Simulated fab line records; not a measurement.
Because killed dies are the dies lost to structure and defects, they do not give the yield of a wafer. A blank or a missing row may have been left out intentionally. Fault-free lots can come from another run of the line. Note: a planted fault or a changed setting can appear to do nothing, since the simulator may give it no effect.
fab line records	flow sky130
record: lots: 12	wafers: 36	lastDay: 50
route steps=708 shown VIA1@461 PAD_OPEN@708
lots with no fault: from the same line, run without faults
startH: start of the lot's first displayed wafer, in hours after the record's first day	waitH: hours elapsed since this lot's preceding step	" unchanged from the row above	L1.1+2: one row covering several wafers at once	- no value, or no start given	* or withheld: withheld	< > ~ a bound
route shown NAME@n: names a module that has steps shown in the file, with the first one's number in the route	usual: the fault-free wafers' mean and standard deviation	same: alike in all rows	chamber/n: place in a boat	sites: the reading at each site	_std_site: standard deviation of those values	_edge_site: the outer-site mean with the inner-site mean subtracted	radiusMm: how far each site lies from the wafer's centre	mask NAME#n: copy n	behind: tool/chamber where the wafer was last shaped	hold: cause of the lot's hold/its duration in hours/its outcome	device: transistor that didn't switch, given as n, p or np	end of line: the route-end tests of the same wafers	where a step has no rows: the recipe by itself	killed: not the wafer's yield, but the dies lost to structure and defects at the first sort	map: per-die view of a wafer (x killed, . not killed, _ where there is no die)
set.NAME: the setting the step ran with; set.NAME@STEP: the setting that earlier step ran with	model.NAME: the simulator's own value behind a step, which no gauge read
a sample of lots followed through the steps of the route, with each step as a table and each wafer as a row
services: a tool's chamber out of use, with start hour (startH, from the record's first day; less than 0 if before it), hours out, and reason
== steps ==
step: SKY_VIA1_BOW_MEAS_03
recipe: mode: bow
usual: VIA1_BOW: 80/6.5
lot.wafer	tool	chamber	startH	waitH	VIA1_BOW[um]
L767.1	filmMetro-03	-	779.74	0.1	87
L767.4	"	-	"	"	83
L767.5	"	-	"	"	90
L768.1	filmMetro-02	-	787.80	0.1	85
L768.4	"	-	"	"	81
L768.6	"	-	"	"	88
L770.3	filmMetro-01	-	794.63	0.3	83
L770.4	"	-	"	"	94
L770.5	"	-	"	"	81
L772.2	filmMetro-03	-	817.36	0.2	79
L772.5	"	-	"	"	78
L772.6	"	-	"	"	72
L775.1	filmMetro-03	-	856.11	0.1	83
L775.3	"	-	"	"	88
L775.5	"	-	"	"	82
L778.1	filmMetro-02	-	866.05	0.2	81
L778.4	"	-	"	"	74
L778.6	"	-	"	"	78
L782.1	filmMetro-01	-	893.45	0.1	75
L782.2	"	-	"	"	87
L782.6	"	-	"	"	81
L783.1	filmMetro-03	-	897.83	0.1	92
L783.5	"	-	"	"	81
L783.6	"	-	"	"	85
L784.2	filmMetro-02	-	902.60	0.3	84
L784.4	"	-	"	"	87
L784.6	"	-	"	"	90
L787.2	filmMetro-01	-	920.07	0.2	76
L787.3	"	-	"	"	87
L787.5	"	-	"	"	90
L788.1	filmMetro-03	-	932.08	0.2	75
L788.3	"	-	"	"	82
L788.4	"	-	"	"	85
L789.1	filmMetro-01	-	936.25	0.1	78
L789.2	"	-	"	"	83
L789.4	"	-	"	"	73
step: SKY_VIA1_CD_MEAS_12
recipe: targetCdNm: 150
usual: cdNm: 149.9/1.5
lot.wafer	tool	chamber	startH	waitH	cdNm
L767.1	cdSem-02	-	806.01	-	151.5
L767.4	"	-	"	"	151.6
L767.5	"	-	"	"	152.8
L768.1	cdSem-02	-	813.75	-	149.3
L768.4	"	-	"	"	148.2
L768.6	"	-	"	"	149.3
L770.3	cdSem-02	-	820.24	-	148.2
L770.4	"	-	"	"	148.2
L770.5	"	-	"	"	148.6
L772.2	cdSem-02	-	843.18	-	152.2
L772.5	"	-	"	"	150.3
L772.6	"	-	"	"	152.1
L775.1	cdSem-02	-	881.75	-	151.6
L775.3	"	-	"	"	151.4
L775.5	"	-	"	"	152.2
L778.1	cdSem-01	-	890.92	-	150.1
L778.4	"	-	"	"	150.5
L778.6	"	-	"	"	151.0
L782.1	cdSem-01	-	918.35	-	150.1
L782.2	"	-	"	"	149.6
L782.6	"	-	"	"	149.8
L783.1	cdSem-01	-	922.23	-	150.2
L783.5	"	-	"	"	151.5
L783.6	"	-	"	"	153.2
L784.2	cdSem-01	-	925.47	-	147.0
L784.4	"	-	"	"	148.9
L784.6	"	-	"	"	147.8
L787.2	cdSem-02	-	944.04	-	149.6
L787.3	"	-	"	"	149.8
L787.5	"	-	"	"	150.7
L788.1	cdSem-02	-	956.18	-	149.2
L788.3	"	-	"	"	148.4
L788.4	"	-	"	"	147.6
L789.1	cdSem-02	-	960.32	-	151.1
L789.2	"	-	"	"	151.3
L789.4	"	-	"	"	152.7
step: SKY_VIA1_ETCH_15
recipe: target: SiO2	chemistry: C4F8/O2/Ar	targetDepthNm: 351	stopOn: TiN	maskMaterial: KrF-thick	sourceW: 1500	biasW: 1200	pressureMtorr: 40	c4f8FlowSccm: withheld	O2_flow_sccm: 6	Ar_flow_sccm: 300	timeS: 54
usual: oesProductAu: 0.979/0.0066
lot.wafer	tool	chamber	startH	waitH	oesProductAu	rfHoursCounterH
L767.1	rieDiel-02	2	806.21	0.0	0.979	7
L767.4	"	1	"	"	0.981	9
L767.5	"	1	"	"	0.978	-
L768.1	rieDiel-02	0	813.95	0.0	0.974	3
L768.4	"	3	"	"	0.980	3
L768.6	"	1	"	"	0.977	-
L770.3	rieDiel-02	3	820.40	0.0	0.972	3
L770.4	"	1	"	"	0.983	10
L770.5	"	3	"	"	0.984	-
L772.2	rieDiel-01	3	843.36	0.0	0.977	11
L772.5	"	1	"	"	0.966	-
L772.6	"	0	"	"	0.980	-
L775.1	rieDiel-01	0	881.95	0.0	0.966	2
L775.3	"	3	"	"	0.983	12
L775.5	"	3	"	"	0.984	-
L778.1	rieDiel-04	2	891.11	0.0	0.975	10
L778.4	"	0	"	"	0.978	8
L778.6	"	3	"	"	0.969	-
L782.1	rieDiel-02	0	918.55	0.0	0.973	6
L782.2	"	3	"	"	0.978	6
L782.6	"	3	"	"	0.979	-
L783.1	rieDiel-02	3	922.43	0.0	0.989	6
L783.5	"	2	"	"	0.971	-
L783.6	"	3	"	"	0.982	-
L784.2	rieDiel-04	3	925.65	0.0	0.983	19
L784.4	"	1	"	"	0.980	19
L784.6	"	2	"	"	0.977	-
L787.2	rieDiel-04	0	944.22	0.0	0.982	9
L787.3	"	2	"	"	0.976	11
L787.5	"	2	"	"	0.986	-
L788.1	rieDiel-04	1	956.38	0.0	0.977	20
L788.3	"	0	"	"	0.981	9
L788.4	"	0	"	"	0.978	-
L789.1	rieDiel-01	1	960.51	0.0	0.979	19
L789.2	"	0	"	"	0.982	4
L789.4	"	2	"	"	0.981	7
step: SKY_VIA1_STRIP_16
recipe: chemistry: O2/N2	powerW: 1400	pressureMtorr: 1500	platenTempC: withheld	o2FlowSccm: 3000	n2FlowSccm: 300	overashFraction: 0.5
usual: chamberPressureMTorr: 1500.0/1.3	drypumpMotorCurrentA: 5.44/0.27	oesProductAu: 0.416/0.0045	stripTimeToEndpointS: 4.464/0.024
lot.wafer	tool	chamber	startH	waitH	chamberPressureMTorr	drypumpMotorCurrentA	oesProductAu	rfHoursCounterH	stripTimeToEndpointS
L767.1	plasmaAsher-04	1	806.26	0.0	1500.6	5.34	0.419	67	4.464
L767.4	"	1	"	"	1498.8	5.35	0.412	-	4.496
L767.5	"	1	"	"	1499.8	5.33	0.422	-	4.477
L768.1	plasmaAsher-04	0	813.99	0.0	1497.2	5.54	0.414	68	4.446
L768.4	"	1	"	"	1503.4	5.32	0.418	-	4.469
L768.6	"	1	"	"	1500.7	5.31	0.425	-	4.456
L770.3	plasmaAsher-04	0	820.48	0.1	1499.1	5.53	0.419	-	4.418
L770.4	"	1	"	"	1498.4	5.29	0.418	-	4.446
L770.5	"	0	"	"	1499.3	5.55	0.421	-	4.418
L772.2	plasmaAsher-03	0	843.41	0.0	1500.2	5.22	0.408	41	4.469
L772.5	"	1	"	"	1501.3	5.27	0.414	-	4.472
L772.6	"	0	"	"	1502.8	5.19	0.420	-	4.476
L775.1	plasmaAsher-03	1	881.99	0.0	1500.2	5.28	0.417	44	4.501
L775.3	"	1	"	"	1498.6	5.23	0.418	-	4.485
L775.5	"	1	"	"	1500.1	5.27	0.412	-	4.515
L778.1	plasmaAsher-03	0	891.16	0.0	1499.4	5.19	0.413	45	4.477
L778.4	"	1	"	"	1499.8	5.24	0.415	-	4.487
L778.6	"	1	"	"	1501.7	5.20	0.412	-	4.486
L782.1	plasmaAsher-03	0	918.59	0.0	-	-	-	-	-
L782.2	"	1	"	"	-	-	-	-	-
L782.6	"	1	"	"	-	-	-	-	-
L783.1	plasmaAsher-03	1	922.48	0.0	-	-	-	-	-
L783.5	"	0	"	"	-	-	-	-	-
L783.6	"	1	"	"	-	-	-	-	-
L784.2	plasmaAsher-02	0	925.69	0.0	1501.1	6.13	0.409	110	4.474
L784.4	"	0	"	"	1501.0	6.12	0.412	-	4.442
L784.6	"	1	"	"	1500.9	5.74	0.419	-	4.465
L787.2	plasmaAsher-03	0	944.26	0.0	1499.3	5.18	0.416	51	4.459
L787.3	"	0	"	"	1501.7	5.20	0.412	-	4.456
L787.5	"	0	"	"	1498.3	5.21	0.418	-	4.435
L788.1	plasmaAsher-04	0	956.43	0.0	1500.2	5.55	0.418	82	4.462
L788.3	"	1	"	"	1502.4	5.33	0.418	-	4.497
L788.4	"	0	"	"	1499.2	5.53	0.420	-	4.484
L789.1	plasmaAsher-04	0	960.56	0.0	1501.3	5.56	0.423	82	4.485
L789.2	"	1	"	"	1502.1	5.33	0.415	82	4.464
L789.4	"	0	"	"	1497.5	5.54	0.414	-	4.474
step: SKY_PAD_OPEN_PROBE_99
usual: defectLimitedYield: 82.5/1.9	killed_at_M0_to_M3: 43/7.2	killed_at_M4_up: 3.1/1.8	killedAtContacts: 24/5.4	killedAtFrontEnd: 15/4.4	killedAtOther: 0.4/0.56	killedDies: 86/9.3	killedOnRim: 17/3.6	killedOpen: 47/6.9	killedShort: 39/6.6	sort_bin_3_pad_short: 0.9/0.43	sort_bin_5_function: 10.4/1.5	sort_bin_6_memory: 6.2/1.1	sortNPass: 406/9.3	sortYieldPct: 82.5/1.9
same: grossDies: 492	killedAtBackSide: 0	sort_bin_4_leakage[%]: 0	sort_bin_8_speed[%]: 0
lot.wafer	tool	chamber	startH	waitH	defectLimitedYield[%]	killed_at_M0_to_M3	killed_at_M4_up	killedAtContacts	killedAtFrontEnd	killedAtOther	killedDies	killedOnRim	killedOpen	killedShort	sort_bin_3_pad_short[%]	sort_bin_5_function[%]	sort_bin_6_memory[%]	sortNPass	sortYieldPct[%]
L767.1	prober-01	-	1084.52	0.1	80.7	46	1	26	22	0	95	22	52	43	0.6	11.8	6.9	397	80.7
L767.4	prober-01	-	1084.67	0.2	83.9	45	3	17	14	0	79	20	45	34	0.8	10.8	4.5	413	83.9
L767.5	prober-01	-	1084.72	0.2	79.7	61	4	18	17	0	100	16	58	42	1.2	11.4	7.7	392	79.7
L772.2	prober-01	-	1118.11	0.1	83.1	47	2	23	10	1	83	14	47	36	0.4	9.1	7.3	409	83.1
L772.5	prober-01	-	1118.26	0.2	81.7	49	1	24	16	0	90	17	51	39	0.8	12.6	4.9	402	81.7
L772.6	prober-01	-	1118.31	0.2	81.9	39	8	26	16	0	89	11	62	27	1.6	10.8	5.7	403	81.9
L782.1	prober-01	-	1178.15	0.1	0	435	2	31	24	0	492	96	53	42	1.2	92.7	6.1	0	0
L782.2	prober-01	-	1178.20	0.1	0	453	3	25	9	2	492	96	39	43	1.0	92.9	6.1	0	0
L782.6	prober-01	-	1178.40	0.2	0	445	5	25	17	0	492	96	57	44	0.2	93.9	5.9	0	0
L783.1	prober-02	-	1179.65	0.1	0	437	4	28	23	0	492	96	55	46	0.2	92.9	6.9	0	0
L783.5	prober-02	-	1179.85	0.2	0	451	3	27	11	0	492	96	52	37	1.0	91.5	7.5	0	0
L783.6	prober-02	-	1179.90	0.2	0	445	3	25	19	0	492	96	33	43	0.8	93.1	6.1	0	0
killed by level:class
L767.1 VIA1:geometricParticle:open=14 LI_CONTACT:geometricParticle:open=8 FIELD_ISO:geometricParticle:short=6 CONTACT:geometricParticle:open=6 VIA2:geometricParticle:open=6 LI_CONTACT:geometricParticle:short=5 VIA1:geometricParticle:short=5 VIA3:geometricParticle:open=5
L767.4 CONTACT:geometricParticle:open=10 VIA3:geometricParticle:open=10 VIA2:geometricParticle:open=7 VIA1:geometricParticle:open=5 METAL2:geometricParticle:short=5 POLY_GATE:geometricParticle:open=4 POLY_GATE:geometricParticle:short=4 VIA1:geometricParticle:short=4
L767.5 VIA1:geometricParticle:open=16 VIA2:geometricParticle:open=8 VIA3:geometricParticle:open=7 FIELD_ISO:geometricParticle:open=6 METAL1:geometricParticle:short=6 VIA1:geometricParticle:short=6 LI_CONTACT:geometricParticle:open=5 LOCAL_INTERCONNECT:geometricParticle:short=5
L772.2 VIA1:geometricParticle:open=12 CONTACT:geometricParticle:open=8 METAL1:geometricParticle:short=6 VIA2:geometricParticle:open=6 VIA3:geometricParticle:short=5 LI_CONTACT:geometricParticle:open=5 LOCAL_INTERCONNECT:geometricParticle:short=5 VIA3:geometricParticle:open=5
L772.5 LI_CONTACT:geometricParticle:open=8 VIA1:geometricParticle:open=8 VIA3:geometricParticle:open=7 METAL1:geometricParticle:short=6 METAL2:geometricParticle:short=6 FIELD_ISO:geometricParticle:open=5 LOCAL_INTERCONNECT:geometricParticle:short=5 CONTACT:geometricParticle:open=5
L772.6 VIA1:geometricParticle:open=13 LI_CONTACT:geometricParticle:open=11 CONTACT:geometricParticle:open=11 VIA3:geometricParticle:open=7 FIELD_ISO:geometricParticle:open=4 METAL4:geometricParticle:short=4 VIA4:geometricParticle:open=4 METAL2:geometricParticle:short=4
L782.1 VIA1:areaSputter=396 VIA1:geometricParticle:open=12 CONTACT:geometricParticle:open=10 LI_CONTACT:geometricParticle:open=7 VIA3:geometricParticle:open=7 FIELD_ISO:geometricParticle:short=6 CONTACT:geometricParticle:short=6 VIA2:geometricParticle:open=5
L782.2 VIA1:areaSputter=410 VIA1:geometricParticle:open=12 CONTACT:geometricParticle:open=8 LOCAL_INTERCONNECT:geometricParticle:short=6 VIA3:geometricParticle:short=6 CONTACT:geometricParticle:short=5 METAL1:geometricParticle:short=5 LI_CONTACT:geometricParticle:open=4
L782.6 VIA1:areaSputter=391 VIA1:geometricParticle:open=14 CONTACT:geometricParticle:open=13 VIA3:geometricParticle:open=9 FIELD_ISO:geometricParticle:open=8 METAL1:geometricParticle:short=7 METAL2:geometricParticle:short=6 CONTACT:geometricParticle:short=6
L783.1 VIA1:areaSputter=391 CONTACT:geometricParticle:open=13 VIA1:geometricParticle:open=9 VIA2:geometricParticle:open=8 FIELD_ISO:geometricParticle:short=7 LI_CONTACT:geometricParticle:open=7 METAL1:geometricParticle:short=6 VIA1:geometricParticle:short=6
L783.5 VIA1:areaSputter=403 CONTACT:geometricParticle:open=12 VIA1:geometricParticle:open=12 VIA1:geometricParticle:short=9 METAL2:geometricParticle:short=7 LI_CONTACT:geometricParticle:open=6 VIA2:geometricParticle:open=6 POLY_GATE:geometricParticle:open=5
L783.6 VIA1:areaSputter=414 CONTACT:geometricParticle:open=6 VIA1:geometricParticle:open=6 FIELD_ISO:geometricParticle:short=5 LI_CONTACT:geometricParticle:short=5 LI_CONTACT:geometricParticle:open=5 LOCAL_INTERCONNECT:geometricParticle:short=5 METAL1:geometricParticle:short=5
== services ==
tool	chamber	startH	hours	kind
rieDiel-02	3	786.44	3.3	repair
plasmaAsher-02	-	788.74	0.5	repair
plasmaAsher-04	-	794.08	4.6	pm
plasmaAsher-03	-	801.77	1.6	repair
rieDiel-01	0	813.83	-	clean
rieDiel-01	0	813.83	27.1	scheduledDown
rieDiel-01	0	813.83	27.1	ventCycle
rieDiel-04	1	833.78	2.6	repair
rieDiel-04	3	837.75	6.3	repair
rieDiel-02	1	845.17	14.1	repair
rieDiel-01	1	850.19	4.8	repair
rieDiel-01	2	890.52	9.0	repair
rieDiel-04	0	892.37	4.4	repair
rieDiel-01	1	894.87	16.2	repair
rieDiel-04	-	895.45	1.3	repair
rieDiel-01	0	897.70	4.7	repair
plasmaAsher-02	-	898.63	15.6	pm
rieDiel-02	3	902.15	10.7	repair
plasmaAsher-02	-	949.01	1.6	repair
rieDiel-04	2	956.14	1.6	repair
== key ==
firstSign: step: SKY_VIA1_STRIP_16	reading: toolRecord	direction: missing
effect: step: SKY_PAD_OPEN_PROBE_99	reading: sort_bin_5_function	direction: up	sigmas: 56	usual: 10.4	struck: 92.8
moreKillsBornAt: SKY_VIA1_SPUTTER_20@pvdSputter-03: 2405
metAt SKY_VIA1_STRIP_16
struckLots L782,L783
laterRowsLeftOut L782.1,L782.2,L782.6,L783.1,L783.5,L783.6
notActingAt SKY_VIA1_BOW_MEAS_03,SKY_VIA1_CD_MEAS_12,SKY_VIA1_ETCH_15
onsetBetween 891.16 918.59
fault: kind: skippedStepWhole	tool: plasmaAsher-03	chamber: -	onsetH: 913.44	steps: SKY_VIA1_STRIP_16	scope: struckLotsOnly
laterRowsLeftOut: the simulator's readings of these wafers behind a module that went badly wrong aren't trusted and aren't shown, but for the sort
